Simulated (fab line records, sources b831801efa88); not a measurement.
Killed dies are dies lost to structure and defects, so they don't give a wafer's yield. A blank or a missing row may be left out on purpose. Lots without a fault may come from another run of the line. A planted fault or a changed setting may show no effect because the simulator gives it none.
Problem report in the 8D (eight disciplines) form, filled by code | flow sky130 | the parts of the form that need people (team, actions taken, sign-off) are left out

1. THE PROBLEM
METAL1_ALCU_THK at SKY_METAL1_THK_MEAS_06 reads a mean of 233.7 nm on 3 wafers of 2 lots; wafers without a fault read 249.5 nm with a standard deviation of 2.3. That is -6.9 standard deviations from the usual mean.
The step: measures by xrf.
First seen on wafer L630.3, day 34 10:29, on film_metro-03. The record holds 39 wafers of 13 lots with a number at this step. Rule for "out", or "out of limits": more than 4 standard deviations from the usual mean. The other wafers with a number count as sound.

2. WHAT IT IS AND WHAT IT IS NOT
question                    | is                           | is not
which readings at this step | METAL1_ALCU_THK              | -
which lots                  | L630, L631                   | L622, L625, L626, L627, L629, L640, L641, L642, L643, L644, L645
which wafers of those lots  | L630.3, L630.4, L631.4       | L630.2, L631.5, L631.6
read on which gauges        | film_metro-01, film_metro-03 | film_metro-04
when                        | from day 34 10:29            | up to then (16 sound wafers); but 20 sound wafers of L631, L640, L641, L642, L643, L644, L645 came after

3. SUSPECTS, AND WHAT RULES EACH OUT
Counting: a tool at a process step up to the reading stays a suspect if it ran every lot that is out. Sound lots after the first of them don't rule it out here, since some wafers of a struck lot are sound.
- the gauge at SKY_METAL1_THK_MEAS_06: ruled out. The wafers that are out were read on 2 gauges (film_metro-01, film_metro-03).
- pvd_sputter-02 at SKY_METAL1_SPUTTER_04 (material TiN, target thk 70 nm, time 58.3 s): kept. It ran every lot that is out, first L630 (day 34 03:10); its last sound lot up to then is L627 (day 33 10:17).
Left after counting: pvd_sputter-02 at SKY_METAL1_SPUTTER_04.

4. THE CAUSE (what the simulator had put in)
Process parameter drift: pvd_sputter-02, from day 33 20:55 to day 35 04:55, at SKY_METAL1_SPUTTER_04. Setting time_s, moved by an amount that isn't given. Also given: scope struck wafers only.
Counting left only this tool.

5. THE CHAIN OF EFFECTS, in route order
Each row: a reading whose mean over the struck wafers that have a number lies more than 3 standard deviations from the usual. Only readings for which the record gives a usual standard deviation are gone through. hours: the time from each lot's start at the first step in this table that gives one to its start at this step, as a median over the lots. sigmas: the change in usual standard deviations.
hours | step                   | reading         | usual    | on struck wafers | change | sigmas
0     | SKY_METAL1_THK_MEAS_06 | METAL1_ALCU_THK | 249.5 nm | 233.7            | -15.8  | -6.9

6. WHAT WOULD HAVE CAUGHT IT SOONER
In this record the first reading out of limits at a measuring or inspecting step was taken at day 34 10:29, 14 hours after the fault began at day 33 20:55.
Of the tool readings at SKY_METAL1_SPUTTER_04 for which the record gives a usual standard deviation, none was out on any struck wafer, so an alarm limit of 4 standard deviations on them would not have fired.
Of the lots that are out (2), L631 began SKY_METAL1_SPUTTER_04 on pvd_sputter-02 after day 34 10:29. A hold on the tool at that time would have spared it.
